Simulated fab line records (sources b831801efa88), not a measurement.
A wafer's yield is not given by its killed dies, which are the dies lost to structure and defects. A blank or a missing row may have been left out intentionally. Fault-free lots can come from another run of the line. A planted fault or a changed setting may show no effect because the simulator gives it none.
Which tool did it? + flow sky130 + 12 lots with 36 wafers sampled at 2 steps, on a route of 708 steps

WHAT THE GAUGES SHOWED, per wafer
SKY_CAPM_THK_MEAS_01.
| lot  | measured     | on            | CAPM_CVD_00_THK (nm) |
|------|--------------|---------------|----------------------|
| L977 | day 36 16:55 | film_metro-01 | 15.63 15.57 15.68    |
| L979 | day 37 16:01 | film_metro-03 | 15.28 15.45 15.35    |
| L980 | day 37 18:29 | film_metro-01 | 15.19 15.40 15.48    |
| L982 | day 38 10:13 | film_metro-03 | 15.34 15.43 15.67    |
| L983 | day 38 13:49 | film_metro-01 | 15.33 15.41 15.76    |
| L986 | day 39 18:00 | film_metro-01 | 15.34 15.19 15.58    |
| L987 | day 40 00:32 | film_metro-01 | 15.36 15.65 15.60    |
| L989 | day 40 10:39 | film_metro-03 | 15.36 15.37 15.71    |
| L990 | day 40 14:25 | film_metro-01 | 15.40 15.62 15.78    |
| L996 | day 42 07:53 | film_metro-01 | 15.48 15.84 15.40    |
| L998 | day 42 22:11 | film_metro-03 | 15.55 15.52 15.48    |
| L100 | day 43 07:21 | film_metro-04 | 15.35 15.49 15.56    |

WHAT TOOL EACH LOT RAN ON (gives the tool, then ch and the chambers of the sampled wafers, and finally the start)
| lot  | SKY_VIA1_ETCH_14                   |
|------|------------------------------------|
| L977 | rie_diel-02 ch 0,3, day 34 06:24   |
| L979 | rie_diel-04 ch 2,3, day 35 07:21   |
| L980 | rie_diel-02 ch 1,2,3, day 35 09:03 |
| L982 | rie_diel-01 ch 0,1,3, day 36 02:27 |
| L983 | rie_diel-04 ch 0,2,3, day 36 04:33 |
| L986 | rie_diel-04 ch 0,1, day 37 10:27   |
| L987 | rie_diel-04 ch 0,1,2, day 37 17:07 |
| L989 | rie_diel-04 ch 0,1,3, day 38 03:57 |
| L990 | rie_diel-04 ch 0,1,3, day 38 08:09 |
| L996 | rie_diel-02 ch 0,1, day 40 03:58   |
| L998 | rie_diel-02 ch 1,3, day 40 16:49   |
| L100 | rie_diel-04 ch 1,2, day 41 02:07   |
- SKY_VIA1_ETCH_14: etches BARC in N2/H2, stops on SiO2, time 45.9 s, target depth 60 nm.

WHAT THE TOOLS THEMSELVES READ (means of the sampled wafers that have a number; where no wafer has one, the mark that the record gives instead)
SKY_VIA1_ETCH_14.
| lot  | tool        | drypump_motor_current_A (A) | oes_product_au (a.u.) | throttle_valve_pct (%) |
|------|-------------|-----------------------------|-----------------------|------------------------|
| L977 | rie_diel-02 | 5.7                         | 0.855                 | 13.231                 |
| L979 | rie_diel-04 | 6.0                         | 0.855                 | 13.223                 |
| L980 | rie_diel-02 | 5.6                         | 0.859                 | 13.229                 |
| L982 | rie_diel-01 | 5.7                         | 0.851                 | 13.219                 |
| L983 | rie_diel-04 | 6.0                         | 0.854                 | 13.226                 |
| L986 | rie_diel-04 | 6.1                         | 0.856                 | 13.227                 |
| L987 | rie_diel-04 | 6.2                         | 0.862                 | 13.237                 |
| L989 | rie_diel-04 | 6.1                         | 0.852                 | 13.230                 |
| L990 | rie_diel-04 | 6.1                         | 0.854                 | 13.230                 |
| L996 | rie_diel-02 | 5.3                         | 0.850                 | 13.219                 |
| L998 | rie_diel-02 | 5.8                         | 0.851                 | 13.217                 |
| L100 | rie_diel-04 | 6.3                         | 0.849                 | 13.229                 |

THE ANSWER, worked out from the rows above alone
Rule: what is usual is taken from the lots themselves. The widest of any qualifying gaps counts: lots, ordered by their means at a reading, are off when they make up no more than a third of the lots, leave a main group of 4 or more, and stand apart from it by 3 or more times the standard deviation of that group's means. A main group whose means are all the same, to the digits that the tables above print for the reading, isn't used. Also off: a lot with no number at a reading for which 4 or more lots have one. All remaining lots with rows at the step are treated as sound. After the gauges, taken in route order, come the tools' own readings; for these a lot's mean is taken, as printed above. The first step at which some lot is off is used, and at that step the reading that is off furthest; a lot without a number counts as furthest.
No lot is off at any reading shown: from this, nothing can be told.

WHAT THE SIMULATOR HAD INSERTED
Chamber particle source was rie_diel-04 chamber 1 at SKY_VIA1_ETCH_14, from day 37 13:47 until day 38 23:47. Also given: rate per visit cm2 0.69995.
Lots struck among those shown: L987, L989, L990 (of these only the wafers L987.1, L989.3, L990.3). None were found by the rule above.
